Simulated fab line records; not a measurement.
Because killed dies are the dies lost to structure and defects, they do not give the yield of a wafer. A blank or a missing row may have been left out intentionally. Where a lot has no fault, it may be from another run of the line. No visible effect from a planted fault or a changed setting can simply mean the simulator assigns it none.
Which tool was responsible? || flow sky130 || Sampling: 14 lots, 42 wafers, 2 of 708 route steps

== WHAT THE GAUGES SHOWED, per wafer ==
SKY_VIA4_THK_MEAS_01.
{"lot": "L291", "measured": "day 41 13:01", "on": "filmMetro-04", "VIA4_HDPCVD_THK (nm)": "1742 1791 1755"}
{"lot": "L292", "measured": "day 42 00:11", "on": "filmMetro-03", "VIA4_HDPCVD_THK (nm)": "1765 1761 1752"}
{"lot": "L293", "measured": "day 42 04:56", "on": "filmMetro-03", "VIA4_HDPCVD_THK (nm)": "1744 1756 1768"}
{"lot": "L294", "measured": "day 42 05:35", "on": "filmMetro-02", "VIA4_HDPCVD_THK (nm)": "1749 1737 1743"}
{"lot": "L295", "measured": "day 42 20:04", "on": "filmMetro-04", "VIA4_HDPCVD_THK (nm)": "1752 1773 1725"}
{"lot": "L297", "measured": "day 43 19:53", "on": "filmMetro-04", "VIA4_HDPCVD_THK (nm)": "1724 1728 1747"}
{"lot": "L298", "measured": "day 44 00:33", "on": "filmMetro-02", "VIA4_HDPCVD_THK (nm)": "1752 1729 1739"}
{"lot": "L299", "measured": "day 44 02:19", "on": "filmMetro-03", "VIA4_HDPCVD_THK (nm)": "1741 1751 1744"}
{"lot": "L301", "measured": "day 44 15:19", "on": "filmMetro-02", "VIA4_HDPCVD_THK (nm)": "1749 1748 1746"}
{"lot": "L302", "measured": "day 44 17:24", "on": "filmMetro-02", "VIA4_HDPCVD_THK (nm)": "1743 1726 1741"}
{"lot": "L307", "measured": "day 46 06:16", "on": "filmMetro-03", "VIA4_HDPCVD_THK (nm)": "1754 1762 1757"}
{"lot": "L311", "measured": "day 47 00:04", "on": "filmMetro-03", "VIA4_HDPCVD_THK (nm)": "1756 2615 1769"}
{"lot": "L312", "measured": "day 47 01:37", "on": "filmMetro-02", "VIA4_HDPCVD_THK (nm)": "1740 2609 1743"}
{"lot": "L314", "measured": "day 47 19:51", "on": "filmMetro-04", "VIA4_HDPCVD_THK (nm)": "1772 1744 1766"}

== WHAT TOOL EACH LOT RAN ON (gives the tool, then ch and the chambers of the sampled wafers, and finally the start) ==
{"lot": "L291", "SKY_VIA4_HDPCVD_00": "hdpcvd-01 ch 0,1, day 41 12:49"}
{"lot": "L292", "SKY_VIA4_HDPCVD_00": "hdpcvd-01 ch 0,1,2, day 42 00:01"}
{"lot": "L293", "SKY_VIA4_HDPCVD_00": "hdpcvd-01 ch 2, day 42 04:40"}
{"lot": "L294", "SKY_VIA4_HDPCVD_00": "hdpcvd-02 ch 0,1, day 42 05:19"}
{"lot": "L295", "SKY_VIA4_HDPCVD_00": "hdpcvd-01 ch 0,1,2, day 42 19:57"}
{"lot": "L297", "SKY_VIA4_HDPCVD_00": "hdpcvd-02 ch 0,1, day 43 19:42"}
{"lot": "L298", "SKY_VIA4_HDPCVD_00": "hdpcvd-02 ch 0,1,2, day 44 00:22"}
{"lot": "L299", "SKY_VIA4_HDPCVD_00": "hdpcvd-01 ch 0,2, day 44 02:08"}
{"lot": "L301", "SKY_VIA4_HDPCVD_00": "hdpcvd-01 ch 0,1, day 44 15:08"}
{"lot": "L302", "SKY_VIA4_HDPCVD_00": "hdpcvd-02 ch 0,1,2, day 44 17:13"}
{"lot": "L307", "SKY_VIA4_HDPCVD_00": "hdpcvd-01 ch 0,1, day 46 06:04"}
{"lot": "L311", "SKY_VIA4_HDPCVD_00": "hdpcvd-01 ch 1,2, day 46 23:53"}
{"lot": "L312", "SKY_VIA4_HDPCVD_00": "hdpcvd-01 ch 0,1,2, day 47 01:26"}
{"lot": "L314", "SKY_VIA4_HDPCVD_00": "hdpcvd-02 ch 0,2, day 47 19:40"}
- SKY_VIA4_HDPCVD_00: deposits SiO2, target thk 1750 nm, time 291.7 s.

== AS READ BY THE TOOLS THEMSELVES (means over the sampled wafers that have a number; for cases with no such wafer, the mark the record gives instead) ==
SKY_VIA4_HDPCVD_00.
{"lot": "L291", "tool": "hdpcvd-01", "sih4FlowSccm (sccm)": 60.07}
{"lot": "L292", "tool": "hdpcvd-01", "sih4FlowSccm (sccm)": 60.01}
{"lot": "L293", "tool": "hdpcvd-01", "sih4FlowSccm (sccm)": 59.94}
{"lot": "L294", "tool": "hdpcvd-02", "sih4FlowSccm (sccm)": 60.13}
{"lot": "L295", "tool": "hdpcvd-01", "sih4FlowSccm (sccm)": 60.10}
{"lot": "L297", "tool": "hdpcvd-02", "sih4FlowSccm (sccm)": 59.89}
{"lot": "L298", "tool": "hdpcvd-02", "sih4FlowSccm (sccm)": 59.90}
{"lot": "L299", "tool": "hdpcvd-01", "sih4FlowSccm (sccm)": 59.91}
{"lot": "L301", "tool": "hdpcvd-01", "sih4FlowSccm (sccm)": 59.99}
{"lot": "L302", "tool": "hdpcvd-02", "sih4FlowSccm (sccm)": 60.08}
{"lot": "L307", "tool": "hdpcvd-01", "sih4FlowSccm (sccm)": 60.00}
{"lot": "L311", "tool": "hdpcvd-01", "sih4FlowSccm (sccm)": 70.15}
{"lot": "L312", "tool": "hdpcvd-01", "sih4FlowSccm (sccm)": 69.94}
{"lot": "L314", "tool": "hdpcvd-02", "sih4FlowSccm (sccm)": 60.05}

== THE ANSWER, worked out from the rows above alone ==
Rule: the usual values come from the lots themselves. Put in order of their means at a reading, lots are off if they are a third of the lots or fewer, leave a main group of 4 or more, and stand apart from it by a gap of 3 or more times the standard deviation of the main group's means; of several such gaps the widest counts. Not used: any main group whose means are identical at the precision the tables above print for the reading. A lot without any number at a reading at which 4 lots or more have one is off too. All remaining lots with rows at the step are treated as sound. The gauges are gone through in route order, then the tools' own readings, and for those a lot's mean is taken as printed above. The first step at which some lot is off is used, and at that step the reading that is off furthest; a lot without a number counts as furthest.
Off: at SKY_VIA4_THK_MEAS_01 (VIA4_HDPCVD_THK), L311, L312. Main group: mean 1749 nm, sd 9.5.
If a tool, at a process step before that reading, ran all the lots that are off and no sound lot after the first of them, it fits. Not tried: the gauges at SKY_VIA4_THK_MEAS_01; whatever is off there is also off at SKY_VIA4_HDPCVD_00, on other tools, and gauge error can't account for it. One fits: SKY_VIA4_HDPCVD_00 on hdpcvd-01. Its last sound lot is L307 (day 46 06:04), its first lot that is off L311 (day 46 23:53): a fault that began between those two fits.
The tool's own readings at SKY_VIA4_HDPCVD_00 bear it out: on the lots that are off they differ by more than 5 times the standard deviation of the sound lots' means. sih4FlowSccm reads 70.05 sccm there against 60.01 sccm on the sound lots.

== WHAT THE SIMULATOR HAD PUT IN ==
hdpcvd-01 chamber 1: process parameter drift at SKY_VIA4_HDPCVD_00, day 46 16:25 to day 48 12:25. The setting sih4FlowSccm was moved by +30, starting from 60. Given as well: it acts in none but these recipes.
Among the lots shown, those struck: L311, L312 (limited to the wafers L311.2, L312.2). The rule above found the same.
